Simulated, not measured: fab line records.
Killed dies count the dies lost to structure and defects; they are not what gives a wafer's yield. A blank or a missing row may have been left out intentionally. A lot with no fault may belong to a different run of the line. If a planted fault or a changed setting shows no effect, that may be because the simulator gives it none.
fab line records	flow sky130
record: lots: 6	wafers: 18	last-day: 49
route steps=708 shown SONOS_TUNNEL@158 SONOS_ONO@168 PAD_OPEN@708
lots with no fault: from the same line, run without faults
start-h: hours from the record's first day to the start of the lot's first wafer shown	wait-h: hours elapsed since this lot's preceding step	" as in the row above	L1.1+2: a single row standing in for several wafers	- no value present, or no start provided	* or withheld: withheld	< > ~ a bound
route shown NAME@n: NAME is a module with steps in the file, n the number in the route of the first one	usual: mean/standard deviation taken from wafers without a fault	same: alike in all rows	chamber/n: place in a boat	sites: each site's reading	_std_site: their standard deviation	_edge_site: inner sites' mean taken away from outer sites' mean	radius-mm: how far each site lies from the wafer's centre	mask NAME#n: copy n	behind: the most recent tool/chamber to have shaped the wafer	hold: reason for holding the lot/hours on hold/outcome of the hold	device: whichever transistor did not switch (one of n, p or np)	end of line: tests of these same wafers at the route's end	a step with no rows: only its recipe	killed: count of dies lost to structure and defects at first sort (not the wafer's yield)	map: a wafer's dies, x killed, . not, _ none there
set.NAME: setting as actually run; set.NAME@STEP: the setting as run at that earlier step	model.NAME: the simulator's own value behind a step, which no gauge read
certain route steps with their lots: each step a table, each wafer a row
== steps ==
step: SKY_SONOS_TUNNEL_EXPOSE_04
recipe: mask-id: TUNM	na: 0.6	source-shape: conventional	sigma-outer: 0.6	polarization: unpolarized	target-cd-nm: 410	dose-mj: 136
step: SKY_SONOS_TUNNEL_PEB_05
recipe: temp-c: withheld	time-s: *	resist: NOVOLAK
step: SKY_SONOS_TUNNEL_DEVELOP_06
recipe: resist: NOVOLAK	developer: TMAH	develop-time-s: 60	dev-temp-c: 23
step: SKY_SONOS_TUNNEL_CD_MEAS_07
recipe: target-cd-nm: 410
usual: cd-nm: 410.3/2.1
lot.wafer	tool	chamber	start-h	wait-h	cd-nm
L718.2	cd-sem-02	-	249.32	0.1	413.3
L718.4	"	-	"	"	414.4
L718.5	"	-	"	"	412.7
L722.2	cd-sem-01	-	277.80	0.1	410.3
L722.4	"	-	"	"	409.3
L722.5	"	-	"	"	410.1
L723.1	cd-sem-02	-	288.68	0.1	413.3
L723.2	"	-	"	"	413.6
L723.6	"	-	"	"	412.4
L730.1	cd-sem-01	-	349.55	0.1	408.2
L730.2	"	-	"	"	409.3
L730.5	"	-	"	"	408.0
L731.2	cd-sem-02	-	357.35	0.1	411.3
L731.4	"	-	"	"	410.8
L731.5	"	-	"	"	411.6
L737.1	cd-sem-02	-	403.53	0.1	413.0
L737.3	"	-	"	"	410.7
L737.4	"	-	"	"	411.1
step: SKY_SONOS_TUNNEL_OVL_MEAS_08
usual: SONOS_TUNNEL_OVL: -0.2/1.4
lot.wafer	tool	chamber	start-h	wait-h	SONOS_TUNNEL_OVL[nm]
L718.2	overlay-02	-	249.43	0.1	-1.1
L718.4	"	-	"	"	-1.2
L718.5	"	-	"	"	-1.5
L722.2	overlay-01	-	277.90	0.1	-1.6
L722.4	"	-	"	"	-1.4
L722.5	"	-	"	"	-1.9
L723.1	overlay-02	-	288.80	0.1	-1.0
L723.2	"	-	"	"	0.6
L723.6	"	-	"	"	-1.3
L730.1	overlay-01	-	349.67	0.1	-0.8
L730.2	"	-	"	"	-0.1
L730.5	"	-	"	"	-0.7
L731.2	overlay-01	-	357.45	0.1	1.0
L731.4	"	-	"	"	-0.7
L731.5	"	-	"	"	-0.6
L737.1	overlay-02	-	403.65	0.1	0.4
L737.3	"	-	"	"	-0.7
L737.4	"	-	"	"	0.8
step: SKY_SONOS_TUNNEL_IMPLANT_09
recipe: species: B	energy-kev: 20	dose-cm2: 1e+12	tilt-deg: withheld
step: SKY_SONOS_TUNNEL_WET_ETCH_10
recipe: chemistry: dHF	target-depth-nm: 14	target: SiO2	dilution: 100:1	temp-c: 25	time-s: 280
step: SKY_SONOS_TUNNEL_STRIP_11
recipe: chemistry: SPM	time-s: 600	temp-c: 130
step: SKY_SONOS_TUNNEL_TW_MEAS_12
usual: SONOS_TUNNEL_TW: 197/3.7
lot.wafer	tool	chamber	start-h	wait-h	SONOS_TUNNEL_TW
L718.2	film-metro-02	-	249.89	0.0	195
L718.4	"	-	"	"	196
L718.5	"	-	"	"	196
L722.2	film-metro-03	-	278.38	0.0	199
L722.4	"	-	"	"	199
L722.5	"	-	"	"	199
L723.1	film-metro-03	-	289.45	0.0	202
L723.2	"	-	"	"	201
L723.6	"	-	"	"	201
L730.1	film-metro-02	-	350.12	0.0	195
L730.2	"	-	"	"	196
L730.5	"	-	"	"	195
L731.2	film-metro-01	-	357.90	0.0	191
L731.4	"	-	"	"	192
L731.5	"	-	"	"	191
L737.1	film-metro-03	-	404.09	0.0	201
L737.3	"	-	"	"	200
L737.4	"	-	"	"	201
step: SKY_SONOS_TUNNEL_CLEAN_13
recipe: chemistry: dHF	time-s: 20	dilution: 100:1	dry: ipa-marangoni
step: SKY_SONOS_ONO_OXIDATION_00
recipe: temp-c: 800	ambient: O2	idle-temp-c: 700	ramp-up-c-per-min: 10	ramp-down-c-per-min: 3	stabilise-s: 600	purge-s: 300	target-thk-a: 26	ox-time-s: 1249
step: SKY_SONOS_ONO_THK_MEAS_01
recipe: reads: SiO2_of_SONOS_ONO_OXIDATION_00
usual: SONOS_ONO_OXIDATION_THK: 2.56/0.069
lot.wafer	tool	chamber	start-h	wait-h	SONOS_ONO_OXIDATION_THK[nm]
L718.2	film-metro-03	-	252.38	0.0	2.68
L718.4	"	-	"	"	2.62
L718.5	"	-	"	"	2.70
L722.2	film-metro-02	-	279.80	0.0	2.58
L722.4	"	-	"	"	2.54
L722.5	"	-	"	"	2.55
L723.1	film-metro-04	-	291.34	0.0	2.55
L723.2	"	-	"	"	2.49
L723.6	"	-	"	"	2.60
L730.1	film-metro-04	-	359.45	0.0	2.76
L730.2	"	-	"	"	2.68
L730.5	"	-	"	"	2.70
L731.2	film-metro-03	-	359.46	0.0	2.56
L731.4	"	-	"	"	2.48
L731.5	"	-	"	"	2.55
L737.1	film-metro-03	-	405.86	0.0	2.52
L737.3	"	-	"	"	2.52
L737.4	"	-	"	"	2.50
step: SKY_SONOS_ONO_CVD_02
recipe: material: Si3N4	precursor: DCS/NH3	target-thk-nm: 10.5	temp-c: 770	time-s: 180	pressure-mtorr: 250
usual: zone-power-bottom-pct: 19.8/0.78
lot.wafer	tool	chamber	start-h	wait-h	zone-power-bottom-pct	model.Si3N4_of_SONOS_ONO_CVD_02.thk-nm
L718.2	lpcvd-02	1	252.43	0.0	18.7	10.52
L718.4	"	1	"	"	18.7	10.44
L718.5	"	1	"	"	18.8	10.52
L722.2	lpcvd-02	0	282.42	2.6	20.5	13.71
L722.4	"	0	"	"	20.3	13.86
L722.5	"	0	"	"	20.2	13.72
L723.1	lpcvd-02	1	293.29	1.9	18.7	13.61
L723.2	"	1	"	"	18.6	13.71
L723.6	"	1	"	"	18.6	13.69
L730.1	lpcvd-02	0	360.13	0.7	20.1	10.29
L730.2	"	0	"	"	20.4	10.43
L730.5	"	0	"	"	20.5	10.52
L731.2	lpcvd-02	0	360.13	0.7	20.4	10.5
L731.4	"	0	"	"	20.3	10.64
L731.5	"	0	"	"	20.3	10.59
L737.1	lpcvd-02	1	405.92	0.1	18.9	10.58
L737.3	"	1	"	"	18.8	10.59
L737.4	"	1	"	"	18.6	10.52
step: SKY_SONOS_ONO_THK_MEAS_03
recipe: reads: Si3N4_of_SONOS_ONO_CVD_02
usual: SONOS_ONO_CVD_02_THK: 10.46/0.11
lot.wafer	tool	chamber	start-h	wait-h	SONOS_ONO_CVD_02_THK[nm]
L718.2	film-metro-04	-	253.49	0.0	10.52
L718.4	"	-	"	"	10.39
L718.5	"	-	"	"	10.54
L722.2	film-metro-03	-	284.01	0.0	13.75
L722.4	"	-	"	"	13.87
L722.5	"	-	"	"	13.69
L723.1	film-metro-02	-	294.87	0.0	13.54
L723.2	"	-	"	"	13.69
L723.6	"	-	"	"	13.67
L730.1	film-metro-02	-	361.18	0.0	10.33
L730.2	"	-	"	"	10.38
L730.5	"	-	"	"	10.57
L731.2	film-metro-04	-	361.19	0.0	10.55
L731.4	"	-	"	"	10.61
L731.5	"	-	"	"	10.61
L737.1	film-metro-02	-	406.97	0.0	10.59
L737.3	"	-	"	"	10.56
L737.4	"	-	"	"	10.55
step: SKY_SONOS_ONO_CVD_04
recipe: material: SiO2	precursor: SiH4/N2O	target-thk-nm: 5.7199	temp-c: 900	pressure-mtorr: 400
step: SKY_PAD_OPEN_PROBE_99
usual: killed_at_M0_to_M3: 43/7.1	killed_at_M4_up: 3.2/1.7	killed-at-contacts: 24/5.6	killed-at-front-end: 16/5	killed-at-other: 0.4/0.68	killed-dies: 86/9.3	killed-open: 47/7.1	killed-short: 39/5.7
same: gross-dies: 492	killed-at-back-side: 0
lot.wafer	tool	chamber	start-h	wait-h	killed_at_M0_to_M3	killed_at_M4_up	killed-at-contacts	killed-at-front-end	killed-at-other	killed-dies	killed-open	killed-short	model.etest.nfet_16v.r-on-ohm-um	model.etest.pfet_16v.r-on-ohm-um	model.etest.pfet-g5v0d10v5.r-on-ohm-um	model.etest.nfet-g5v0d10v5.r-on-ohm-um	model.etest.sonos-erased.drive-ua-um	model.etest.nfet-g5v0d10v5.drive-ua-um	model.etest.tip-sonos.rs-ohm-sq	model.etest.nfet_05v0_nvt.drive-ua-um
L718.2	prober-01	-	1073.31	0.1	46	3	17	20	1	87	50	37	1.436e+04	1.513e+04	4653	1887	140.3	609.5	2622	574.1
L718.4	prober-01	-	1073.41	0.2	45	3	27	16	0	91	50	41	1.443e+04	1.502e+04	4679	1866	152.6	598.7	2628	571.7
L718.5	prober-01	-	1073.46	0.2	41	0	30	9	0	80	46	34	1.447e+04	1.507e+04	4691	1882	177.2	604.8	2631	569.9
L722.2	prober-01	-	1102.45	0.1	51	5	15	14	2	87	51	36	1.797e+04	1.667e+04	5496	2462	87.88	400.6	2880	427.9
L722.4	prober-01	-	1102.55	0.2	46	0	25	10	0	81	45	35	1.46e+04	1.555e+04	4840	1901	89.19	595.8	2715	563.2
L722.5	prober-01	-	1102.60	0.2	40	1	21	10	0	72	36	36	1.452e+04	1.551e+04	4808	1902	80.11	597.1	2745	564.1
L723.1	prober-02	-	1111.09	0.1	37	3	19	23	0	82	42	40	1.8e+04	1.598e+04	5483	2481	82.99	390.5	2774	420.5
L723.2	prober-02	-	1111.14	0.1	31	1	18	18	0	68	33	35	1.43e+04	1.494e+04	4770	1898	82.11	609.3	2602	580.8
L723.6	prober-02	-	1111.34	0.2	32	1	28	20	0	81	42	39	1.788e+04	1.602e+04	5509	2486	71.7	394.1	2758	416.7
L730.1	prober-01	-	1154.29	0.1	38	8	17	10	0	73	34	39	1.389e+04	1.523e+04	4709	1844	154.3	618.6	2561	585.6
L730.2	prober-01	-	1154.34	0.1	39	5	36	17	0	97	49	48	1.405e+04	1.551e+04	4740	1873	172.3	612	2590	577.9
L730.5	prober-01	-	1154.49	0.2	55	2	32	13	0	102	61	40	1.38e+04	1.53e+04	4656	1832	179.9	615.1	2568	585.8
L731.2	prober-02	-	1155.68	0.1	54	1	18	19	1	93	62	30	1.434e+04	1.539e+04	4706	1894	202.3	609.5	2604	580.5
L731.4	prober-02	-	1155.78	0.2	38	1	34	17	0	90	49	41	1.419e+04	1.523e+04	4730	1887	149.6	602.7	2626	570.5
L731.5	prober-02	-	1155.83	0.2	43	1	15	13	0	72	45	27	1.432e+04	1.546e+04	4686	1856	161.4	609.6	2632	577.6
L737.1	prober-02	-	1182.11	0.1	51	3	24	21	0	99	46	53	1.396e+04	1.512e+04	4749	1878	169.8	609.4	2619	579.1
L737.3	prober-02	-	1182.21	0.2	46	3	20	13	0	82	51	30	1.386e+04	1.503e+04	4683	1857	232.5	615.6	2604	587.7
L737.4	prober-02	-	1182.26	0.2	57	6	21	26	1	111	68	43	1.399e+04	1.516e+04	4685	1855	173.6	619.7	2586	589.6
killed by level:class
L718.2 VIA1:geometric-particle:open=11 VIA2:geometric-particle:open=7 VIA1:geometric-particle:short=6 FIELD_ISO:geometric-particle:short=5 CONTACT:geometric-particle:open=5 VIA3:geometric-particle:open=5 FIELD_ISO:geometric-particle:open=4 POLY_GATE:geometric-particle:short=4
L718.4 VIA1:geometric-particle:open=13 CONTACT:geometric-particle:open=10 VIA1:geometric-particle:short=7 POLY_GATE:geometric-particle:short=6 CONTACT:geometric-particle:short=6 VIA3:geometric-particle:open=6 VIA2:geometric-particle:open=5 LI_CONTACT:geometric-particle:open=4
L718.5 VIA1:geometric-particle:open=14 CONTACT:geometric-particle:open=11 LI_CONTACT:geometric-particle:open=8 VIA1:geometric-particle:short=6 CONTACT:geometric-particle:short=6 METAL1:geometric-particle:short=5 METAL2:geometric-particle:short=4 POLY_GATE:geometric-particle:open=3
L722.2 VIA1:geometric-particle:open=15 VIA2:geometric-particle:open=9 POLY_GATE:geometric-particle:open=6 VIA3:geometric-particle:short=5 CONTACT:geometric-particle:open=5 VIA1:geometric-particle:short=5 LI_CONTACT:geometric-particle:open=4 VIA2:geometric-particle:short=4
L722.4 VIA1:geometric-particle:open=12 LI_CONTACT:geometric-particle:open=9 VIA3:geometric-particle:open=9 VIA2:geometric-particle:open=7 LOCAL_INTERCONNECT:geometric-particle:short=6 CONTACT:geometric-particle:open=6 FIELD_ISO:geometric-particle:short=5 METAL2:geometric-particle:short=5
L722.5 VIA1:geometric-particle:open=11 VIA2:geometric-particle:open=6 CONTACT:geometric-particle:short=5 CONTACT:geometric-particle:open=5 METAL2:geometric-particle:short=5 VIA3:geometric-particle:open=5 VIA1:geometric-particle:short=4 FIELD_ISO:geometric-particle:open=4
L723.1 VIA1:geometric-particle:open=8 FIELD_ISO:geometric-particle:open=7 LI_CONTACT:geometric-particle:open=7 METAL1:geometric-particle:short=6 CONTACT:geometric-particle:open=5 FIELD_ISO:geometric-particle:short=4 CONTACT:geometric-particle:short=4 VIA3:geometric-particle:short=4
L723.2 FIELD_ISO:geometric-particle:short=6 METAL1:geometric-particle:short=6 VIA1:geometric-particle:open=6 VIA3:geometric-particle:open=6 CONTACT:geometric-particle:open=5 LI_CONTACT:geometric-particle:short=4 VIA2:geometric-particle:open=4 FIELD_ISO:geometric-particle:open=3
L723.6 CONTACT:geometric-particle:open=13 METAL2:geometric-particle:short=9 FIELD_ISO:geometric-particle:short=8 VIA1:geometric-particle:short=8 LI_CONTACT:geometric-particle:open=7 VIA1:geometric-particle:open=5 FIELD_ISO:geometric-particle:open=4 LOCAL_INTERCONNECT:geometric-particle:short=4
L730.1 CONTACT:geometric-particle:open=6 METAL1:geometric-particle:short=6 VIA1:geometric-particle:short=5 METAL2:geometric-particle:short=5 VIA2:geometric-particle:open=5 POLY_GATE:geometric-particle:open=4 VIA1:geometric-particle:open=4 METAL4:geometric-particle:short=4
L730.2 CONTACT:geometric-particle:open=11 LOCAL_INTERCONNECT:geometric-particle:short=10 VIA1:geometric-particle:open=9 LI_CONTACT:geometric-particle:open=8 VIA2:geometric-particle:open=7 FIELD_ISO:geometric-particle:open=5 METAL2:geometric-particle:short=5 METAL4:geometric-particle:short=5
L730.5 CONTACT:geometric-particle:open=16 VIA1:geometric-particle:open=12 METAL1:geometric-particle:short=9 VIA3:geometric-particle:open=9 METAL2:geometric-particle:short=6 POLY_GATE:geometric-particle:open=5 LI_CONTACT:geometric-particle:open=5 VIA1:geometric-particle:short=5
L731.2 VIA1:geometric-particle:open=21 CONTACT:geometric-particle:open=8 VIA3:geometric-particle:open=7 POLY_GATE:geometric-particle:open=6 LI_CONTACT:geometric-particle:open=6 VIA1:geometric-particle:short=6 VIA3:geometric-particle:short=5 METAL1:geometric-particle:short=4
L731.4 CONTACT:geometric-particle:open=16 VIA1:geometric-particle:open=11 VIA3:geometric-particle:short=7 LI_CONTACT:geometric-particle:open=6 FIELD_ISO:geometric-particle:open=5 CONTACT:geometric-particle:short=5 LOCAL_INTERCONNECT:geometric-particle:short=4 METAL1:geometric-particle:short=4
L731.5 VIA1:geometric-particle:open=9 METAL1:geometric-particle:short=7 VIA3:geometric-particle:open=7 POLY_GATE:geometric-particle:open=6 LI_CONTACT:geometric-particle:open=6 CONTACT:geometric-particle:open=4 VIA1:geometric-particle:short=4 METAL2:geometric-particle:open=4
L737.1 CONTACT:geometric-particle:open=12 VIA1:geometric-particle:open=12 FIELD_ISO:geometric-particle:short=7 METAL1:geometric-particle:short=6 VIA2:geometric-particle:open=6 METAL2:geometric-particle:short=6 VIA2:geometric-particle:short=6 VIA3:geometric-particle:short=5
L737.3 VIA1:geometric-particle:open=12 VIA2:geometric-particle:open=8 CONTACT:geometric-particle:open=8 POLY_GATE:geometric-particle:open=6 LI_CONTACT:geometric-particle:open=6 METAL2:geometric-particle:short=5 METAL3:geometric-particle:short=5 VIA2:geometric-particle:short=4
L737.4 VIA1:geometric-particle:open=24 VIA2:geometric-particle:open=10 POLY_GATE:geometric-particle:open=8 VIA1:geometric-particle:short=7 FIELD_ISO:geometric-particle:open=6 CONTACT:geometric-particle:open=6 CONTACT:geometric-particle:short=6 METAL2:geometric-particle:short=5
== key ==
first-sign: step: SKY_SONOS_ONO_THK_MEAS_03	reading: SONOS_ONO_CVD_02_THK	direction: up	sigmas: 29	usual: 10.46	struck: 13.70
effect none on later readings
model-effect: step: SKY_SONOS_ONO_CVD_02	value: Si3N4_of_SONOS_ONO_CVD_02.thk-nm	without: 10.5	struck: 13.71
model-effect: step: SKY_PAD_OPEN_PROBE_99	value: etest.nfet_16v.r-on-ohm-um	without: 1.435e+04	struck: 1.621e+04
met-at SKY_SONOS_ONO_CVD_02
struck-wafers L722.2,L722.4,L722.5,L723.1,L723.2,L723.6
tester-left-out L722,L723
onset-between 252.43 282.42
fault: kind: process-parameter-drift	tool: lpcvd-02	chamber: -	onset-h: 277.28	steps: SKY_SONOS_ONO_CVD_02	channel: target-thk-nm	offset: 3.2183	shape: step	end-h: 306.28	acts-in: these-recipes-only	stated: 10.5
tester-left-out: of these lots the tester's yield and bins aren't shown, on N5 and GAA mostly nor the transistor test; their killed dies are dies lost to structure and defects alone, not to doping, threshold or leakage, so they don't give the yield
